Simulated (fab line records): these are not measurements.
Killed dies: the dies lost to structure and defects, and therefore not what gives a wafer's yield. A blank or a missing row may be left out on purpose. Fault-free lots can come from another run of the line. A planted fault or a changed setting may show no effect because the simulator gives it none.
Which tool is to blame? -- flow sky130 -- Sampling: 6 lots, 18 wafers, 2 of 708 route steps

WHAT THE GAUGES READ, wafer by wafer
SKY_VT_ADJUST_HVTR_TW_MEAS_11.
lot,measured,on,VT_ADJUST_HVTR_TW
L641,day 10 19:29,filmMetro-01,205.9 207.2 207.3
L644,day 11 14:14,filmMetro-01,207.9 207.4 206.5
L645,day 11 22:52,filmMetro-01,207.3 206.6 206.3
L656,day 15 03:44,filmMetro-01,197.3 196.7 197.1
L658,day 15 15:30,filmMetro-02,212.6 214.5 212.7
L661,day 16 12:51,filmMetro-04,208.4 208.0 209.1

EACH LOT AND THE TOOL THAT RAN IT (in order: tool; ch and the chambers of the sampled wafers; start)
lot,SKY_VT_ADJUST_HVTR_IMPLANT_09
L641,"implanter-01 ch 0, day 10 19:16"
L644,"implanter-01 ch 0, day 11 13:59"
L645,"implanter-03 ch 0, day 11 22:38"
L656,"implanter-01 ch 0, day 15 03:20"
L658,"implanter-03 ch 0, day 15 15:15"
L661,"implanter-02 ch 0, day 16 12:36"
- SKY_VT_ADJUST_HVTR_IMPLANT_09

THE ANSWER, worked out from the rows above alone
Rule: what is usual is taken from the lots themselves. Put in order of their means at a reading, lots are off if they are a third of the lots or fewer, leave a main group of 4 or more, and stand apart from it by a gap of 3 or more times the standard deviation of the main group's means; of several such gaps the widest counts. If all means in a main group match to the digits the tables above print for the reading, that group is not used. Also off: a lot with no number at a reading for which 4 or more lots have one. Where the step has rows for the other lots, those lots are counted as sound.
Off: at SKY_VT_ADJUST_HVTR_TW_MEAS_11 (VT_ADJUST_HVTR_TW), L656. Main group: mean 208.5, sd 2.5.
A tool fits if, at a process step before that reading, it ran every lot that is off, and no sound lot after the first of them. The gauges at SKY_VT_ADJUST_HVTR_TW_MEAS_11 are tried like those tools. Undecided on this evidence; 2 tools fit (implanter-01 at SKY_VT_ADJUST_HVTR_IMPLANT_09, filmMetro-01 at SKY_VT_ADJUST_HVTR_TW_MEAS_11).

WHAT HAD BEEN PUT IN BY THE SIMULATOR
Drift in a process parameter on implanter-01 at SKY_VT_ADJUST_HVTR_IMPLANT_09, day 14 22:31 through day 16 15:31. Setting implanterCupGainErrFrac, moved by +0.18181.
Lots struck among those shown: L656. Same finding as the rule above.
